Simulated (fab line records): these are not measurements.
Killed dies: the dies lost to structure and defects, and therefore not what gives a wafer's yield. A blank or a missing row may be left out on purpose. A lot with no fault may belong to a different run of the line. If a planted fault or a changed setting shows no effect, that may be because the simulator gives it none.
fab line records / flow sky130
record: lots: 5 wafers: 15 last_day: 50
route steps=708 shown SONOS_TUNNEL@160 SONOS_ONO@168 GATE_OXIDE@187 PAD_OPEN@708
lots untouched by any fault: they come from a run of this same line in which no faults occurred
start_h: start of the lot's first displayed wafer, in hours after the record's first day / wait_h: time in hours since the lot's previous step / " same as the row above / L1.1+2: one row covering several wafers at once / - value missing, or start not given / * or withheld: withheld / < > ~ a bound
route shown NAME@n: names a module that has steps shown in the file, with the first one's number in the route / usual: mean/standard deviation of fault-free wafers / same: alike in all rows / chamber/n: place in a boat / sites: readings site by site / _std_site: standard deviation of those values / _edge_site: the outer-site mean with the inner-site mean subtracted / radius_mm: how far each site lies from the wafer's centre / mask NAME#n: copy n / behind: the tool/chamber that last shaped the wafer / hold: what put the lot on hold/how long, in hours/how the hold closed / device: names the non-switching transistor (n, p or np) / end of line: tests of these same wafers at the route's end / a step given without rows: its recipe and nothing more / killed: dies lost to structure and defects at the first sort, not the wafer's yield / map: dies across one wafer; x = killed, . = not, _ = none there
set.NAME: the setting as run; set.NAME@STEP: as run at that earlier step / model.NAME: the simulator's own value behind a step, which no gauge read
a table for each step, a row for each wafer; lots at some steps of the route
services: from which hour (start_h, from the record's first day; less than 0 if before it) a tool's chamber was out of use, for how many hours, and why
== steps ==
step: SKY_SONOS_TUNNEL_DEVELOP_06
recipe: resist: NOVOLAK developer: TMAH develop_time_s: 60 dev_temp_c: 23
step: SKY_SONOS_TUNNEL_IMPLANT_09
recipe: species: B energy_kev: 20 dose_cm2: 1e+12 tilt_deg: withheld
step: SKY_SONOS_TUNNEL_WET_ETCH_10
recipe: chemistry: dHF target_depth_nm: 14 target: SiO2 dilution: 100:1 temp_c: 25 time_s: 280
step: SKY_SONOS_TUNNEL_STRIP_11
recipe: chemistry: SPM time_s: 600 temp_c: 130
step: SKY_SONOS_TUNNEL_CLEAN_13
recipe: chemistry: dHF time_s: 20 dilution: 100:1 dry: ipa_marangoni
step: SKY_SONOS_ONO_OXIDATION_00
recipe: temp_c: 800 ambient: O2 idle_temp_c: 700 ramp_up_c_per_min: 10 ramp_down_c_per_min: 3 stabilise_s: 600 purge_s: 300 target_thk_a: 26 ox_time_s: 1249
step: SKY_SONOS_ONO_CVD_02
recipe: material: Si3N4 precursor: DCS/NH3 target_thk_nm: 10.5 temp_c: 770 time_s: 180 pressure_mtorr: 250
step: SKY_SONOS_ONO_CVD_04
recipe: material: SiO2 precursor: SiH4/N2O target_thk_nm: 5.7199 temp_c: 900 pressure_mtorr: 400
usual: zone_power_lower_pct: 18.5/1.1 zone_power_upper_pct: 18.0/0.62
lot.wafer=L851.1 tool=lpcvd-03 chamber=1 start_h=271.84 wait_h=0.1 zone_power_lower_pct=19.9 zone_power_upper_pct=17.1 model.SiO2_of_SONOS_ONO_CVD_04.thk_nm=5.747
lot.wafer=L851.2 tool=lpcvd-03 chamber=1 start_h=271.84 wait_h=0.1 zone_power_lower_pct=20.0 zone_power_upper_pct=17.1 model.SiO2_of_SONOS_ONO_CVD_04.thk_nm=5.781
lot.wafer=L851.3 tool=lpcvd-03 chamber=1 start_h=271.84 wait_h=0.1 zone_power_lower_pct=20.5 zone_power_upper_pct=17.3 model.SiO2_of_SONOS_ONO_CVD_04.thk_nm=5.718
lot.wafer=L860.1 tool=lpcvd-03 chamber=0 start_h=344.35 wait_h=0.1 zone_power_lower_pct=17.6 zone_power_upper_pct=18.3 model.SiO2_of_SONOS_ONO_CVD_04.thk_nm=5.978
lot.wafer=L860.4 tool=lpcvd-03 chamber=0 start_h=344.35 wait_h=0.1 zone_power_lower_pct=17.7 zone_power_upper_pct=18.4 model.SiO2_of_SONOS_ONO_CVD_04.thk_nm=6.016
lot.wafer=L860.6 tool=lpcvd-03 chamber=0 start_h=344.35 wait_h=0.1 zone_power_lower_pct=17.8 zone_power_upper_pct=18.4 model.SiO2_of_SONOS_ONO_CVD_04.thk_nm=6.005
lot.wafer=L861.2 tool=lpcvd-03 chamber=0 start_h=355.72 wait_h=0.0 zone_power_lower_pct=17.7 zone_power_upper_pct=18.5 model.SiO2_of_SONOS_ONO_CVD_04.thk_nm=5.995
lot.wafer=L861.4 tool=lpcvd-03 chamber=0 start_h=355.72 wait_h=0.0 zone_power_lower_pct=17.7 zone_power_upper_pct=18.3 model.SiO2_of_SONOS_ONO_CVD_04.thk_nm=6.151
lot.wafer=L861.5 tool=lpcvd-03 chamber=0 start_h=355.72 wait_h=0.0 zone_power_lower_pct=17.6 zone_power_upper_pct=18.7 model.SiO2_of_SONOS_ONO_CVD_04.thk_nm=6.112
lot.wafer=L862.2 tool=lpcvd-03 chamber=0 start_h=362.91 wait_h=0.0 zone_power_lower_pct=17.9 zone_power_upper_pct=18.1 model.SiO2_of_SONOS_ONO_CVD_04.thk_nm=6.094
lot.wafer=L862.3 tool=lpcvd-03 chamber=0 start_h=362.91 wait_h=0.0 zone_power_lower_pct=17.8 zone_power_upper_pct=18.6 model.SiO2_of_SONOS_ONO_CVD_04.thk_nm=6.082
lot.wafer=L862.6 tool=lpcvd-03 chamber=0 start_h=362.91 wait_h=0.0 zone_power_lower_pct=17.6 zone_power_upper_pct=18.5 model.SiO2_of_SONOS_ONO_CVD_04.thk_nm=6.072
lot.wafer=L871.1 tool=lpcvd-03 chamber=1 start_h=433.09 wait_h=0.1 zone_power_lower_pct=20.0 zone_power_upper_pct=17.1 model.SiO2_of_SONOS_ONO_CVD_04.thk_nm=5.687
lot.wafer=L871.5 tool=lpcvd-03 chamber=1 start_h=433.09 wait_h=0.1 zone_power_lower_pct=20.1 zone_power_upper_pct=17.2 model.SiO2_of_SONOS_ONO_CVD_04.thk_nm=5.735
lot.wafer=L871.6 tool=lpcvd-03 chamber=1 start_h=433.09 wait_h=0.1 zone_power_lower_pct=20.1 zone_power_upper_pct=17.3 model.SiO2_of_SONOS_ONO_CVD_04.thk_nm=5.85
step: SKY_SONOS_ONO_THK_MEAS_05
recipe: reads: SiO2_of_SONOS_ONO_CVD_04
usual: SONOS_ONO_CVD_04_THK: 5.75/0.1
lot.wafer=L851.1 tool=film_metro-03 chamber=- start_h=273.09 wait_h=0.0 SONOS_ONO_CVD_04_THK[nm]=5.76
lot.wafer=L851.2 tool=film_metro-03 chamber=- start_h=273.09 wait_h=0.0 SONOS_ONO_CVD_04_THK[nm]=5.79
lot.wafer=L851.3 tool=film_metro-03 chamber=- start_h=273.09 wait_h=0.0 SONOS_ONO_CVD_04_THK[nm]=5.74
lot.wafer=L860.1 tool=film_metro-02 chamber=- start_h=345.60 wait_h=0.0 SONOS_ONO_CVD_04_THK[nm]=6.04
lot.wafer=L860.4 tool=film_metro-02 chamber=- start_h=345.60 wait_h=0.0 SONOS_ONO_CVD_04_THK[nm]=6.07
lot.wafer=L860.6 tool=film_metro-02 chamber=- start_h=345.60 wait_h=0.0 SONOS_ONO_CVD_04_THK[nm]=5.95
lot.wafer=L861.2 tool=film_metro-01 chamber=- start_h=356.98 wait_h=0.0 SONOS_ONO_CVD_04_THK[nm]=6.01
lot.wafer=L861.4 tool=film_metro-01 chamber=- start_h=356.98 wait_h=0.0 SONOS_ONO_CVD_04_THK[nm]=6.15
lot.wafer=L861.5 tool=film_metro-01 chamber=- start_h=356.98 wait_h=0.0 SONOS_ONO_CVD_04_THK[nm]=6.15
lot.wafer=L862.2 tool=film_metro-03 chamber=- start_h=364.17 wait_h=0.0 SONOS_ONO_CVD_04_THK[nm]=6.09
lot.wafer=L862.3 tool=film_metro-03 chamber=- start_h=364.17 wait_h=0.0 SONOS_ONO_CVD_04_THK[nm]=6.08
lot.wafer=L862.6 tool=film_metro-03 chamber=- start_h=364.17 wait_h=0.0 SONOS_ONO_CVD_04_THK[nm]=6.11
lot.wafer=L871.1 tool=film_metro-02 chamber=- start_h=434.34 wait_h=0.0 SONOS_ONO_CVD_04_THK[nm]=5.63
lot.wafer=L871.5 tool=film_metro-02 chamber=- start_h=434.34 wait_h=0.0 SONOS_ONO_CVD_04_THK[nm]=5.77
lot.wafer=L871.6 tool=film_metro-02 chamber=- start_h=434.34 wait_h=0.0 SONOS_ONO_CVD_04_THK[nm]=5.83
step: SKY_SONOS_ONO_DEHYDRATE_06
recipe: temp_c: 200 time_s: 60
step: SKY_SONOS_ONO_HMDS_07
recipe: prime_time_s: 60 prime_temp_c: 120
step: SKY_SONOS_ONO_COAT_08
recipe: resist: NOVOLAK spin_rpm: 3000 resist_thk_nm: 1140
step: SKY_SONOS_ONO_SOFTBAKE_09
recipe: temp_c: 90 time_s: 60 resist: NOVOLAK
step: SKY_SONOS_ONO_EXPOSE_10
recipe: mask_id: ONOM target_cd_nm: 410 na: 0.6 source_shape: conventional sigma_outer: 0.6 dose_mj: 150
step: SKY_SONOS_ONO_PEB_11
recipe: temp_c: withheld time_s: * resist: NOVOLAK
step: SKY_SONOS_ONO_DEVELOP_12
recipe: develop_time_s: 60 dev_temp_c: 23
step: SKY_SONOS_ONO_ETCH_15
recipe: target_depth_nm: 19.52 chemistry: CHF3/O2 source_w: 600 bias_w: 200 pressure_mtorr: 40 chf3_flow_sccm: 50 O2_flow_sccm: 5 time_s: 7.8
step: SKY_SONOS_ONO_WET_ETCH_16
recipe: chemistry: dHF target_depth_nm: 14 dry: n2_spin target: SiO2 dilution: 100:1 temp_c: 25 time_s: 280
step: SKY_SONOS_ONO_STRIP_17
recipe: chemistry: O2/N2 power_w: 1400 pressure_mtorr: 1500 platen_temp_c: withheld o2_flow_sccm: 3000 n2_flow_sccm: 300 overash_fraction: 0.5
step: SKY_SONOS_ONO_WET_ETCH_18
recipe: chemistry: H3PO4 target_depth_nm: 15 target: Si3N4 temp_c: 160 time_s: 172
step: SKY_GATE_OXIDE_CLEAN_00
recipe: chemistry: SC1/SC2 mix: 1:4:20 temp_c: 70 time_s: 150 dry: n2_spin
step: SKY_GATE_OXIDE_OXIDATION_01
recipe: temp_c: 900 ambient: O2 stabilise_s: 600 purge_s: 300 target_thk_a: 102.68 ox_time_s: 1473
step: SKY_GATE_OXIDE_DEHYDRATE_03
recipe: temp_c: 200 time_s: 60
step: SKY_GATE_OXIDE_HMDS_04
recipe: prime_time_s: 60 prime_temp_c: 120
step: SKY_GATE_OXIDE_COAT_05
recipe: resist: NOVOLAK spin_rpm: 3000 resist_thk_nm: 1140
step: SKY_GATE_OXIDE_SOFTBAKE_06
recipe: temp_c: 90 time_s: 60 resist: NOVOLAK
step: SKY_GATE_OXIDE_EXPOSE_07
recipe: mask_id: LVOM na: 0.6 source_shape: conventional sigma_outer: 0.6 polarization: unpolarized target_cd_nm: 600 dose_mj: 170
step: SKY_GATE_OXIDE_PEB_08
recipe: temp_c: withheld time_s: * resist: NOVOLAK
step: SKY_GATE_OXIDE_DEVELOP_09
recipe: resist: NOVOLAK developer: TMAH develop_time_s: 60 dev_temp_c: 23
step: SKY_GATE_OXIDE_IMPLANT_11
recipe: species: B energy_kev: 10 dose_cm2: 2.6e+12 tilt_deg: withheld
step: SKY_GATE_OXIDE_WET_ETCH_12
recipe: chemistry: dHF target_depth_nm: 16.8 dry: n2_spin target: SiO2 dilution: 100:1 temp_c: 25 time_s: 336
step: SKY_GATE_OXIDE_STRIP_13
recipe: chemistry: O2/N2 power_w: 1400 pressure_mtorr: 1500 platen_temp_c: withheld o2_flow_sccm: 3000 n2_flow_sccm: 300 overash_fraction: 0.5
step: SKY_GATE_OXIDE_CLEAN_15
recipe: chemistry: SC1/SC2 mix: 1:4:20 temp_c: 70 time_s: 150 dry: n2_spin
usual: temp_c: 70.04/0.12
lot.wafer=L851.1 tool=wet_bench-03 chamber=2 start_h=325.91 wait_h=0.1 temp_c=70.19 model.SiO2_of_SONOS_ONO_CVD_04.thk_nm=4.223
lot.wafer=L851.2 tool=wet_bench-03 chamber=2 start_h=325.91 wait_h=0.1 temp_c=70.08 model.SiO2_of_SONOS_ONO_CVD_04.thk_nm=4.259
lot.wafer=L851.3 tool=wet_bench-03 chamber=2 start_h=325.91 wait_h=0.1 temp_c=70.07 model.SiO2_of_SONOS_ONO_CVD_04.thk_nm=4.191
lot.wafer=L860.1 tool=wet_bench-02 chamber=3 start_h=403.50 wait_h=0.1 temp_c=70.11 model.SiO2_of_SONOS_ONO_CVD_04.thk_nm=4.471
lot.wafer=L860.4 tool=wet_bench-02 chamber=3 start_h=403.50 wait_h=0.1 temp_c=70.20 model.SiO2_of_SONOS_ONO_CVD_04.thk_nm=4.512
lot.wafer=L860.6 tool=wet_bench-02 chamber=3 start_h=403.50 wait_h=0.1 temp_c=70.04 model.SiO2_of_SONOS_ONO_CVD_04.thk_nm=4.5
lot.wafer=L861.2 tool=wet_bench-02 chamber=0 start_h=416.86 wait_h=0.0 temp_c=70.04 model.SiO2_of_SONOS_ONO_CVD_04.thk_nm=4.472
lot.wafer=L861.4 tool=wet_bench-02 chamber=0 start_h=416.86 wait_h=0.0 temp_c=70.00 model.SiO2_of_SONOS_ONO_CVD_04.thk_nm=4.625
lot.wafer=L861.5 tool=wet_bench-02 chamber=0 start_h=416.86 wait_h=0.0 temp_c=70.10 model.SiO2_of_SONOS_ONO_CVD_04.thk_nm=4.594
lot.wafer=L862.2 tool=wet_bench-02 chamber=1 start_h=425.61 wait_h=0.0 temp_c=69.96 model.SiO2_of_SONOS_ONO_CVD_04.thk_nm=4.582
lot.wafer=L862.3 tool=wet_bench-02 chamber=1 start_h=425.61 wait_h=0.0 temp_c=70.14 model.SiO2_of_SONOS_ONO_CVD_04.thk_nm=4.576
lot.wafer=L862.6 tool=wet_bench-02 chamber=1 start_h=425.61 wait_h=0.0 temp_c=70.01 model.SiO2_of_SONOS_ONO_CVD_04.thk_nm=4.565
lot.wafer=L871.1 tool=wet_bench-04 chamber=0 start_h=498.75 wait_h=0.1 temp_c=70.21 model.SiO2_of_SONOS_ONO_CVD_04.thk_nm=4.188
lot.wafer=L871.5 tool=wet_bench-04 chamber=0 start_h=498.75 wait_h=0.1 temp_c=70.10 model.SiO2_of_SONOS_ONO_CVD_04.thk_nm=4.237
lot.wafer=L871.6 tool=wet_bench-04 chamber=0 start_h=498.75 wait_h=0.1 temp_c=70.06 model.SiO2_of_SONOS_ONO_CVD_04.thk_nm=4.35
step: SKY_PAD_OPEN_PROBE_99
usual: killed_at_M0_to_M3: 41/6.2 killed_at_M4_up: 3.0/1.7 killed_at_contacts: 25/5.8 killed_at_front_end: 16/4.5 killed_at_other: 0.2/0.42 killed_dies: 85/8.4 killed_open: 46/5.9 killed_short: 39/6.3
same: gross_dies: 492 killed_at_back_side: 0
lot.wafer=L851.1 tool=prober-02 chamber=- start_h=1090.57 wait_h=0.1 killed_at_M0_to_M3=52 killed_at_M4_up=3 killed_at_contacts=15 killed_at_front_end=22 killed_at_other=0 killed_dies=92 killed_open=41 killed_short=51 model.etest.cap_ono.gate_log10_a_cm2=-8.131 model.etest.cap_ono.tox_acc_nm=13.02 model.etest.sonos_programmed.vt_v=1.466 model.etest.sonos_erased.vt_v=-2.198 model.etest.sonos_baked.vt_v=1.014
lot.wafer=L851.2 tool=prober-02 chamber=- start_h=1090.62 wait_h=0.1 killed_at_M0_to_M3=38 killed_at_M4_up=4 killed_at_contacts=36 killed_at_front_end=18 killed_at_other=1 killed_dies=97 killed_open=49 killed_short=48 model.etest.cap_ono.gate_log10_a_cm2=-8.152 model.etest.cap_ono.tox_acc_nm=13.06 model.etest.sonos_programmed.vt_v=1.373 model.etest.sonos_erased.vt_v=-2.211 model.etest.sonos_baked.vt_v=0.8816
lot.wafer=L851.3 tool=prober-02 chamber=- start_h=1090.67 wait_h=0.2 killed_at_M0_to_M3=44 killed_at_M4_up=1 killed_at_contacts=23 killed_at_front_end=19 killed_at_other=0 killed_dies=87 killed_open=58 killed_short=29 model.etest.cap_ono.gate_log10_a_cm2=-8.004 model.etest.cap_ono.tox_acc_nm=12.92 model.etest.sonos_programmed.vt_v=1.494 model.etest.sonos_erased.vt_v=-2.256 model.etest.sonos_baked.vt_v=0.9746
lot.wafer=L860.1 tool=prober-01 chamber=- start_h=1145.96 wait_h=0.1 killed_at_M0_to_M3=47 killed_at_M4_up=2 killed_at_contacts=27 killed_at_front_end=16 killed_at_other=0 killed_dies=92 killed_open=50 killed_short=42 model.etest.cap_ono.gate_log10_a_cm2=-8.132 model.etest.cap_ono.tox_acc_nm=13.02 model.etest.sonos_programmed.vt_v=1.358 model.etest.sonos_erased.vt_v=-2.27 model.etest.sonos_baked.vt_v=0.8382
lot.wafer=L860.4 tool=prober-01 chamber=- start_h=1146.11 wait_h=0.2 killed_at_M0_to_M3=41 killed_at_M4_up=7 killed_at_contacts=23 killed_at_front_end=21 killed_at_other=0 killed_dies=92 killed_open=48 killed_short=44 model.etest.cap_ono.gate_log10_a_cm2=-8.217 model.etest.cap_ono.tox_acc_nm=13.1 model.etest.sonos_programmed.vt_v=1.301 model.etest.sonos_erased.vt_v=-2.192 model.etest.sonos_baked.vt_v=0.7858
lot.wafer=L860.6 tool=prober-01 chamber=- start_h=1146.21 wait_h=0.2 killed_at_M0_to_M3=41 killed_at_M4_up=3 killed_at_contacts=20 killed_at_front_end=23 killed_at_other=0 killed_dies=87 killed_open=55 killed_short=32 model.etest.cap_ono.gate_log10_a_cm2=-8.153 model.etest.cap_ono.tox_acc_nm=13.1 model.etest.sonos_programmed.vt_v=1.328 model.etest.sonos_erased.vt_v=-2.23 model.etest.sonos_baked.vt_v=0.8092
lot.wafer=L861.2 tool=prober-02 chamber=- start_h=1152.16 wait_h=0.1 killed_at_M0_to_M3=34 killed_at_M4_up=3 killed_at_contacts=34 killed_at_front_end=21 killed_at_other=1 killed_dies=93 killed_open=47 killed_short=43 model.etest.cap_ono.gate_log10_a_cm2=-8.301 model.etest.cap_ono.tox_acc_nm=13.2 model.etest.sonos_programmed.vt_v=1.303 model.etest.sonos_erased.vt_v=-2.138 model.etest.sonos_baked.vt_v=0.8672
lot.wafer=L861.4 tool=prober-02 chamber=- start_h=1152.26 wait_h=0.2 killed_at_M0_to_M3=38 killed_at_M4_up=2 killed_at_contacts=31 killed_at_front_end=21 killed_at_other=1 killed_dies=93 killed_open=56 killed_short=35 model.etest.cap_ono.gate_log10_a_cm2=-8.583 model.etest.cap_ono.tox_acc_nm=13.38 model.etest.sonos_programmed.vt_v=1.232 model.etest.sonos_erased.vt_v=-2.049 model.etest.sonos_baked.vt_v=0.7854
lot.wafer=L861.5 tool=prober-02 chamber=- start_h=1152.31 wait_h=0.2 killed_at_M0_to_M3=39 killed_at_M4_up=3 killed_at_contacts=24 killed_at_front_end=13 killed_at_other=1 killed_dies=80 killed_open=42 killed_short=38 model.etest.cap_ono.gate_log10_a_cm2=-8.566 model.etest.cap_ono.tox_acc_nm=13.35 model.etest.sonos_programmed.vt_v=1.207 model.etest.sonos_erased.vt_v=-2.089 model.etest.sonos_baked.vt_v=0.7954
lot.wafer=L862.2 tool=prober-01 chamber=- start_h=1159.91 wait_h=0.1 killed_at_M0_to_M3=38 killed_at_M4_up=2 killed_at_contacts=20 killed_at_front_end=14 killed_at_other=0 killed_dies=74 killed_open=45 killed_short=28 model.etest.cap_ono.gate_log10_a_cm2=-8.323 model.etest.cap_ono.tox_acc_nm=13.29 model.etest.sonos_programmed.vt_v=1.232 model.etest.sonos_erased.vt_v=-2.131 model.etest.sonos_baked.vt_v=0.8284
lot.wafer=L862.3 tool=prober-01 chamber=- start_h=1159.96 wait_h=0.2 killed_at_M0_to_M3=32 killed_at_M4_up=5 killed_at_contacts=32 killed_at_front_end=18 killed_at_other=1 killed_dies=88 killed_open=52 killed_short=35 model.etest.cap_ono.gate_log10_a_cm2=-8.494 model.etest.cap_ono.tox_acc_nm=13.35 model.etest.sonos_programmed.vt_v=1.268 model.etest.sonos_erased.vt_v=-2.103 model.etest.sonos_baked.vt_v=0.811
lot.wafer=L862.6 tool=prober-01 chamber=- start_h=1160.11 wait_h=0.2 killed_at_M0_to_M3=51 killed_at_M4_up=1 killed_at_contacts=28 killed_at_front_end=14 killed_at_other=0 killed_dies=94 killed_open=48 killed_short=46 model.etest.cap_ono.gate_log10_a_cm2=-8.277 model.etest.cap_ono.tox_acc_nm=13.18 model.etest.sonos_programmed.vt_v=1.298 model.etest.sonos_erased.vt_v=-2.188 model.etest.sonos_baked.vt_v=0.8325
lot.wafer=L871.1 tool=prober-02 chamber=- start_h=1197.34 wait_h=0.1 killed_at_M0_to_M3=51 killed_at_M4_up=1 killed_at_contacts=29 killed_at_front_end=11 killed_at_other=0 killed_dies=92 killed_open=41 killed_short=51 model.etest.cap_ono.gate_log10_a_cm2=-8.001 model.etest.cap_ono.tox_acc_nm=12.91 model.etest.sonos_programmed.vt_v=1.481 model.etest.sonos_erased.vt_v=-2.262 model.etest.sonos_baked.vt_v=0.9524
lot.wafer=L871.5 tool=prober-02 chamber=- start_h=1197.54 wait_h=0.2 killed_at_M0_to_M3=39 killed_at_M4_up=3 killed_at_contacts=23 killed_at_front_end=21 killed_at_other=0 killed_dies=86 killed_open=43 killed_short=42 model.etest.cap_ono.gate_log10_a_cm2=-7.997 model.etest.cap_ono.tox_acc_nm=12.91 model.etest.sonos_programmed.vt_v=1.439 model.etest.sonos_erased.vt_v=-2.289 model.etest.sonos_baked.vt_v=0.9404
lot.wafer=L871.6 tool=prober-02 chamber=- start_h=1197.59 wait_h=0.2 killed_at_M0_to_M3=46 killed_at_M4_up=2 killed_at_contacts=29 killed_at_front_end=16 killed_at_other=1 killed_dies=94 killed_open=50 killed_short=42 model.etest.cap_ono.gate_log10_a_cm2=-8.137 model.etest.cap_ono.tox_acc_nm=13.04 model.etest.sonos_programmed.vt_v=1.374 model.etest.sonos_erased.vt_v=-2.277 model.etest.sonos_baked.vt_v=0.917
killed by level:class
L851.1 VIA1:geometric_particle:open=12 METAL2:geometric_particle:short=9 FIELD_ISO:geometric_particle:short=8 METAL1:geometric_particle:short=7 LI_CONTACT:geometric_particle:open=6 VIA3:geometric_particle:open=6 VIA2:geometric_particle:open=5 POLY_GATE:geometric_particle:short=4
L851.2 CONTACT:geometric_particle:open=13 VIA1:geometric_particle:open=10 LI_CONTACT:geometric_particle:open=8 METAL2:geometric_particle:short=6 LI_CONTACT:geometric_particle:short=5 METAL1:geometric_particle:short=5 CONTACT:geometric_particle:short=5 FIELD_ISO:geometric_particle:open=4
L851.3 VIA1:geometric_particle:open=14 LI_CONTACT:geometric_particle:open=12 CONTACT:geometric_particle:open=7 VIA3:geometric_particle:open=7 POLY_GATE:geometric_particle:open=6 METAL1:geometric_particle:short=6 POLY_GATE:geometric_particle:short=5 VIA2:geometric_particle:open=5
L860.1 VIA1:geometric_particle:open=14 CONTACT:geometric_particle:open=11 VIA1:geometric_particle:short=7 VIA2:geometric_particle:open=7 FIELD_ISO:geometric_particle:short=6 FIELD_ISO:geometric_particle:open=4 LOCAL_INTERCONNECT:geometric_particle:short=4 LOCAL_INTERCONNECT:geometric_particle:open=4
L860.4 CONTACT:geometric_particle:open=10 VIA1:geometric_particle:open=9 FIELD_ISO:geometric_particle:open=7 METAL4:geometric_particle:short=7 LI_CONTACT:geometric_particle:open=6 VIA3:geometric_particle:open=6 METAL2:geometric_particle:short=6 FIELD_ISO:geometric_particle:short=5
L860.6 FIELD_ISO:geometric_particle:open=13 VIA1:geometric_particle:open=11 CONTACT:geometric_particle:open=9 VIA3:geometric_particle:open=7 LI_CONTACT:geometric_particle:open=6 FIELD_ISO:geometric_particle:short=5 VIA1:geometric_particle:short=5 METAL1:geometric_particle:short=4
L861.2 LI_CONTACT:geometric_particle:open=11 CONTACT:geometric_particle:open=8 METAL2:geometric_particle:short=7 VIA1:geometric_particle:open=7 FIELD_ISO:geometric_particle:short=6 LI_CONTACT:geometric_particle:short=6 CONTACT:geometric_particle:short=5 VIA2:geometric_particle:open=5
L861.4 CONTACT:geometric_particle:open=15 VIA1:geometric_particle:open=12 VIA2:geometric_particle:open=9 LI_CONTACT:geometric_particle:open=8 FIELD_ISO:geometric_particle:short=5 FIELD_ISO:geometric_particle:open=4 METAL2:geometric_particle:short=4 POLY_GATE:geometric_particle:open=3
L861.5 CONTACT:geometric_particle:open=9 VIA3:geometric_particle:open=7 LI_CONTACT:geometric_particle:open=7 VIA1:geometric_particle:short=6 METAL2:geometric_particle:short=6 VIA1:geometric_particle:open=5 CONTACT:geometric_particle:short=4 VIA2:geometric_particle:open=4
L862.2 VIA1:geometric_particle:open=8 LI_CONTACT:geometric_particle:open=7 CONTACT:geometric_particle:open=7 VIA3:geometric_particle:open=6 VIA2:geometric_particle:open=5 FIELD_ISO:geometric_particle:open=4 FIELD_ISO:geometric_particle:short=4 METAL1:geometric_particle:short=4
L862.3 CONTACT:geometric_particle:open=12 LI_CONTACT:geometric_particle:open=9 VIA1:geometric_particle:open=7 VIA3:geometric_particle:open=6 CONTACT:geometric_particle:short=5 METAL1:geometric_particle:short=5 METAL4:geometric_particle:short=5 POLY_GATE:geometric_particle:short=4
L862.6 LI_CONTACT:geometric_particle:open=12 VIA1:geometric_particle:open=10 METAL2:geometric_particle:short=8 METAL3:geometric_particle:short=8 CONTACT:geometric_particle:open=7 METAL1:geometric_particle:short=6 LOCAL_INTERCONNECT:geometric_particle:short=5 VIA1:geometric_particle:short=5
L871.1 CONTACT:geometric_particle:open=10 METAL2:geometric_particle:short=9 VIA3:geometric_particle:open=9 FIELD_ISO:geometric_particle:short=7 METAL1:geometric_particle:short=7 VIA1:geometric_particle:open=7 CONTACT:geometric_particle:short=6 LI_CONTACT:geometric_particle:open=5
L871.5 CONTACT:geometric_particle:open=8 METAL1:geometric_particle:short=7 VIA1:geometric_particle:open=7 FIELD_ISO:geometric_particle:short=6 FIELD_ISO:geometric_particle:open=5 LOCAL_INTERCONNECT:geometric_particle:short=5 POLY_GATE:geometric_particle:open=5 LI_CONTACT:geometric_particle:open=5
L871.6 CONTACT:geometric_particle:open=12 VIA1:geometric_particle:open=11 LI_CONTACT:geometric_particle:short=6 VIA2:geometric_particle:open=6 FIELD_ISO:geometric_particle:short=5 POLY_GATE:geometric_particle:open=5 LOCAL_INTERCONNECT:geometric_particle:short=5 VIA3:geometric_particle:open=5
== services ==
tool=wet_bench-02 chamber=- start_h=272.64 hours=1.9 kind=pm
tool=lpcvd-03 chamber=- start_h=345.95 hours=1.4 kind=repair
tool=wet_bench-03 chamber=- start_h=415.58 hours=67.6 kind=pm
tool=lpcvd-03 chamber=- start_h=475.75 hours=2.8 kind=pm
== key ==
first_sign: step: SKY_SONOS_ONO_THK_MEAS_05 reading: SONOS_ONO_CVD_04_THK direction: up sigmas: 3.1 usual: 5.75 struck: 6.07
effect none on later readings
model_effect: step: SKY_SONOS_ONO_CVD_04 value: SiO2_of_SONOS_ONO_CVD_04.thk_nm without: 5.693 struck: 6.056
model_effect: step: SKY_GATE_OXIDE_CLEAN_15 value: SiO2_of_SONOS_ONO_CVD_04.thk_nm without: 4.181 struck: 4.544
model_effect: step: SKY_PAD_OPEN_PROBE_99 value: etest.cap_ono.gate_log10_a_cm2 without: -7.869 struck: -8.338
met_at SKY_SONOS_ONO_CVD_04
struck_wafers L860.1,L860.4,L860.6,L861.2,L861.4,L861.5,L862.2,L862.3,L862.6
tester_left_out L860,L861,L862
onset_between 271.84 344.35
fault: kind: process_parameter_drift tool: lpcvd-03 chamber: - onset_h: 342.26 steps: SKY_SONOS_ONO_CVD_04 channel: target_thk_nm offset: 0.3634 shape: step end_h: 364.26 stated: 5.7199
tester_left_out: of these lots the tester's yield and bins aren't shown, on N5 and GAA mostly nor the transistor test; their killed dies are dies lost to structure and defects alone, not to doping, threshold or leakage, so they don't give the yield
